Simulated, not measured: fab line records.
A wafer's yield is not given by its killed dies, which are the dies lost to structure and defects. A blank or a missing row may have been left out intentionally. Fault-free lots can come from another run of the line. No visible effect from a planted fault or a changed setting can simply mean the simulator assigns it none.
Matching of chambers + flow sky130 + SKY_POLY_GATE_ETCH_17 on rie-si-01: 4 sister chambers
The step etches poly-Si in HBr/Cl2, stops on SiO2, target depth 180 nm, time 70.5 s. 8 wafers are shown with their chamber, then 8 later ones without.

== WAFERS, EACH WITH ITS CHAMBER ==
| wafer  | chamber | drypump-motor-current-A (A) | he-backside-leak-sccm (sccm) |
|--------|---------|-----------------------------|------------------------------|
| L793.2 | 2       | 6.0                         | 2.70                         |
| L796.2 | 3       | 5.7                         | 2.37                         |
| L796.3 | 0       | 6.2                         | 2.29                         |
| L796.4 | 1       | 5.4                         | 3.01                         |
| L798.2 | 3       | 5.7                         | 2.67                         |
| L798.3 | 2       | 6.0                         | 2.72                         |
| L798.4 | 0       | 6.2                         | 2.32                         |
| L800.2 | 1       | 5.5                         | 3.00                         |

== WAFERS WITH NO CHAMBER GIVEN ==
| wafer  | drypump-motor-current-A (A) | he-backside-leak-sccm (sccm) |
|--------|-----------------------------|------------------------------|
| L800.3 | 6.0                         | 2.75                         |
| L800.5 | 5.7                         | 2.54                         |
| L803.1 | 5.5                         | 2.94                         |
| L803.3 | 6.0                         | 2.72                         |
| L803.5 | 6.2                         | 2.35                         |
| L813.1 | 5.7                         | 2.32                         |
| L813.3 | 5.5                         | 2.96                         |
| L813.6 | 5.5                         | 3.05                         |

== CHAMBER TAKEN BY EACH ==
| wafer  | from the rows above | in truth |
|--------|---------------------|----------|
| L800.3 | 2                   | 2        |
| L800.5 | 3                   | 3        |
| L803.1 | 1                   | 1        |
| L803.3 | 2                   | 2        |
| L803.5 | 0                   | 0        |
| L813.1 | 3                   | 3        |
| L813.3 | 1                   | 1        |
| L813.6 | 1                   | 1        |
8 of 8 placed correctly. Can't be placed from these rows: 0. Wrongly placed: 0.
How it was worked out, from the rows above alone: a wafer's distance from a chamber is the root of the sum, over the readings, of the square of ((its reading less the chamber's mean) divided by the reading's scatter). If the next closest chamber is less than 2 further off than the closest, the wafer can't be placed; otherwise it belongs to the closest. Each chamber's mean is taken over the wafers shown for it. The scatter is the square root of a quotient: the sum, over the shown wafers, of each reading's squared deviation from its chamber's mean, divided by wafers minus chambers.
